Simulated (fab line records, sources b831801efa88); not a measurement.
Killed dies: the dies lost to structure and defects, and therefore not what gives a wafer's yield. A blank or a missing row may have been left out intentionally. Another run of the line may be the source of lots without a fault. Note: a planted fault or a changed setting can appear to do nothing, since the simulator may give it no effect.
Struck lot and sound lot, side by side / flow sky130 / 15 out of 708 route steps
Sound: wafers L616.3, L616.5, L616.6. Struck: wafer L619.5 (L619.2, L619.4, from the same lot, were not struck and are left out); the cause is given at the end.
Each step with rows lists, per side, the tool, then ch with its chambers, then its first start. Under that, the readings that differ: sound wafers / struck wafers / difference of the means / sigmas: that difference in standard deviations of wafers without a fault.
alike: readings whose means differ by less than 2 such deviations, and words and numbers that are the same on both sides. not compared: withheld readings, readings that some wafer has no value for, bounds like >300 that may hide the same value, and numbers for which the record gives no deviation and whose values overlap.
The two part at a step that has a row with sigmas, a row that says differs or no value, or rows on one side only. Non-overlapping numbers with no deviation appear without sigmas and do not part them. A reading that every wafer of one side lacks parts them only if that side has two wafers or more.

SKY_VIA3_OVL_MEAS_13:
  sound: overlay-01 at day 39 21:28; struck: overlay-02 at day 40 16:15
  alike: VIA3_OVL
SKY_VIA3_ETCH_14: etches BARC in N2/H2, stops on SiO2, time 45.9 s, target depth 60 nm.
  sound on rie_diel-03 ch 0,1, day 39 21:30; struck on rie_diel-03 ch 0, day 40 16:17
  alike: drypump_motor_current_A, h2_flow_sccm, oes_product_au, throttle_valve_pct
  not compared: rf_hours_counter_h
SKY_VIA3_ETCH_15: etches SiO2 in C4F8/O2/Ar, stops on TiN, target depth 507 nm, time 78 s.
  sound on rie_diel-03 ch 0,1, day 39 21:32; struck on rie_diel-03 ch 0, day 40 16:19
  alike: oes_product_au
  not compared: rf_hours_counter_h
SKY_VIA3_STRIP_16: strips in O2/N2.
  sound on plasma_asher-04 ch 0,1, day 39 21:38; struck on plasma_asher-03 ch 0, day 40 16:23
  alike: drypump_motor_current_A, oes_product_au, strip_time_to_endpoint_s
  not compared: rf_hours_counter_h
then, 3 steps without rows for these wafers: SKY_VIA3_STRIP_17 (strips in post etch residue remover, time 1200 s); SKY_VIA3_CLEAN_18 (cleans in IPA, time 180 s); SKY_VIA3_CLEAN_19 (cleans in O3/DIW).
SKY_VIA3_SPUTTER_20: material TiN, target thk 20 nm, time 80 s.
  sound: pvd_sputter-04 at day 39 22:11; struck: pvd_sputter-04 at day 40 16:58
  alike: cathode_dc_power_W, chamber_pressure_pa, throttle_valve_pct
then, 1 step without rows for these wafers: SKY_VIA3_CVD_21 (deposits W, target thk 390 nm, time 117.31 s).
SKY_VIA3_RS_MEAS_22: uses a four-point probe to measure.
  sound: film_metro-03 at day 39 22:25; struck: film_metro-03 at day 40 17:11
  alike: VIA3_W_RS
SKY_VIA3_THK_MEAS_23: measures by xrf.
  sound: film_metro-03 at day 39 22:31; struck: film_metro-03 at day 40 17:17
  alike: VIA3_W_THK
then, 1 step without rows for these wafers: SKY_VIA3_CMP_24 (polishes, stops on SiO2, t overpolish 20 s, target thk 0 nm).
SKY_METAL4_SPUTTER_00: material Ti, target thk 15 nm, time 10 s.
  sound: pvd_sputter-02 at day 40 02:04; struck: pvd_sputter-03 at day 40 17:38
reading=model.Ti_of_METAL4_SPUTTER_00.thk_nm (nm); sound=15.02 15.34 15.05; struck=10.86; difference=-4.28; sigmas=
  alike: cathode_dc_power_W, chamber_pressure_pa, throttle_valve_pct
SKY_METAL4_SPUTTER_01: material TiN, target thk 20 nm, time 16.7 s.
  sound: pvd_sputter-02 at day 40 02:05; struck: pvd_sputter-03 at day 40 17:40
  alike: cathode_dc_power_W, chamber_pressure_pa, throttle_valve_pct
then, 1 step without rows for these wafers: SKY_PAD_OPEN_PROBE_99.

== WHERE THEY PART ==
Nowhere in this record.

WHY: what had been put in by the simulator
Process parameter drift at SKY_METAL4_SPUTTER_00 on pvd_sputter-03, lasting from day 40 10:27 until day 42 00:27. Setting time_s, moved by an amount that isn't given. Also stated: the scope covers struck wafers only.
